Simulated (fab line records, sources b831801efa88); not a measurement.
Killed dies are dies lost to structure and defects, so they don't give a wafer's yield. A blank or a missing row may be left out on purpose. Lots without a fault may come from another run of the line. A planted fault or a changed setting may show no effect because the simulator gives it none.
Chamber matching | flow sky130 | SKY_VIA1_CMP_24 on cmp-02: 4 sister chambers
The step polishes, stops on SiO2, t overpolish 15 s, target thk 0 nm. 14 wafers are shown with their chamber, then 7 later ones without.

WAFERS WITH THEIR CHAMBER
wafer  | chamber | motor_current_A (A) | slurry_flow_ml_min
L990.1 | 0       | 11.5                | 150.1
L990.3 | 1       | 8.6                 | 150.2
L990.6 | 2       | 10.4                | 149.9
L991.2 | 1       | 8.7                 | 149.7
L991.3 | 2       | 10.0                | 150.0
L991.4 | 0       | 11.8                | 149.9
L992.1 | 3       | 10.7                | 149.4
L992.3 | 2       | 9.8                 | 151.0
L992.5 | 2       | 10.2                | 150.5
L993.1 | 1       | 8.7                 | 149.4
L993.2 | 3       | 10.3                | 149.6
L993.3 | 2       | 10.4                | 149.4
L994.2 | 3       | 10.2                | 149.8
L994.5 | 3       | 10.4                | 150.3

SIGNATURES (means of the wafers above)
reading            | chamber 0 | chamber 1 | chamber 2 | chamber 3 | scatter within a chamber
motor_current_A    | 11.650    | 8.667     | 10.160    | 10.400    | 0.215
slurry_flow_ml_min | 150.000   | 149.767   | 150.160   | 149.775   | 0.478
Rule: a wafer's distance from a chamber is the root of the sum, over the readings, of the square of ((its reading less the chamber's mean) divided by the reading's scatter). The wafer belongs to the nearest chamber; if the next one is less than 2 further off, it can't be placed. The scatter: the root of (the sum of the squares of (reading less its chamber's mean) over the shown wafers, divided by (wafers less chambers)).

WAFERS WITHOUT THEIR CHAMBER
wafer  | motor_current_A (A) | slurry_flow_ml_min
L994.6 | 11.7                | 148.6
L998.2 | 10.7                | 149.0
L998.4 | 9.0                 | 150.2
L998.6 | 11.4                | 150.5
L112.1 | 11.7                | 150.0
L112.3 | 8.6                 | 149.7
L112.6 | 9.8                 | 149.8

WHICH CHAMBER EACH WENT THROUGH
wafer  | from the rows above     | in truth
L994.6 | 0                       | 0
L998.2 | can't be placed: 3 or 2 | 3
L998.4 | 1                       | 1
L998.6 | 0                       | 0
L112.1 | 0                       | 0
L112.3 | 1                       | 1
L112.6 | can't be placed: 2 or 3 | 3
Placed correctly: 5 of 7. Can't be placed from these rows: 2 (the true chamber is among the candidates in 2). Placed wrongly: 0.
